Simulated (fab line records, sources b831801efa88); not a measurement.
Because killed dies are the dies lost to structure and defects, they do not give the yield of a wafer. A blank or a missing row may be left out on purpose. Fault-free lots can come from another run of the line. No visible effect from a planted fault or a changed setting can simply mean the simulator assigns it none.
One fault seen from 2 desks ; flow gf180mcu ; every desk sees just its own numbers, and what lay behind them comes last

== THE TOOL OWNER'S DESK: pvd-sputter-02 ==
The tool's own readings at GF_M4_SPUTTER_02 (material AlCu, target thk 450 nm, time 23.9 s): means of the sampled wafers that have a number, for each lot that ran on this tool. The brackets show how far a lot's mean lies from the usual mean; more than 4 standard deviations puts the lot out of limits, marked OUT.
Columns: A = throttle-valve-pct at GF_M4_SPUTTER_02, usual 30.4 %
lot;first seen here;A
L413;day 22 20:40;30.7
L421;day 25 20:58;30.3
L422;day 26 01:36;30.7
L425;day 26 23:40;30.6
L427;day 27 15:23;30.4
Result from this desk: across the 5 lots, nothing is out of limits.

== FROM THE METROLOGY DESK ==
Means of the sampled wafers that have a number, per lot and without regard to the tool the lot ran on: this is what the gauges read. The brackets show how far a lot's mean lies from the usual mean; more than 4 standard deviations puts the lot out of limits, marked OUT.
Columns: A = cd-nm at GF_V3_CD_MEAS_14, usual 260.0 nm; B = M4_ALCU_RS at GF_M4_RS_MEAS_05, usual 0.0694 ohm/sq; C = M4_ALCU_THK at GF_M4_THK_MEAS_06, usual 440 nm
lot;first seen here;A;B;C
L413;day 22 18:41;262.2;0.0693;439
L414;day 23 03:53;261.2;0.0702;438
L415;day 23 10:40;259.6;0.0693;438
L416;day 23 19:32;260.0;0.0693;440
L419;day 24 23:20;262.3;0.0697;436
L421;day 25 19:17;261.6;0.0692;440
L422;day 25 23:57;260.6;0.0701;435
L425;day 26 22:02;258.9;0.0613 (-11) OUT;500 (+13) OUT
L427;day 27 13:44;259.7;0.0601 (-13) OUT;509 (+14) OUT
L433;day 29 05:23;260.9;0.0689;443
L435;day 29 18:47;259.9;0.0699;438
This desk's result: L425, L427 out of limits, first on L425 (M4_ALCU_RS at GF_M4_RS_MEAS_05), day 26 23:46. L413, L414, L415, L416, L419, L421, L422, L433, L435: within limits.

== TAKEN TOGETHER ==
At day 26 23:46 the metrology desk could have sounded an alarm, on L425, L427.
The tool owner's desk saw nothing out of limits.
Tool owner's desk: L425, L427 on record, inside its limits.
Of the lots named, all ran GF_M4_SPUTTER_02 on pvd-sputter-02.

== WHAT THE SIMULATOR PUT IN ==
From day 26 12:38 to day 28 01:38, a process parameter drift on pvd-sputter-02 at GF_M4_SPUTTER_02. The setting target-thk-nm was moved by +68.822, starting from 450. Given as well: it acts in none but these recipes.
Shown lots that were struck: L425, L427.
Delay in hours, fault start to first out-of-limits reading, per desk: metrology desk 11.
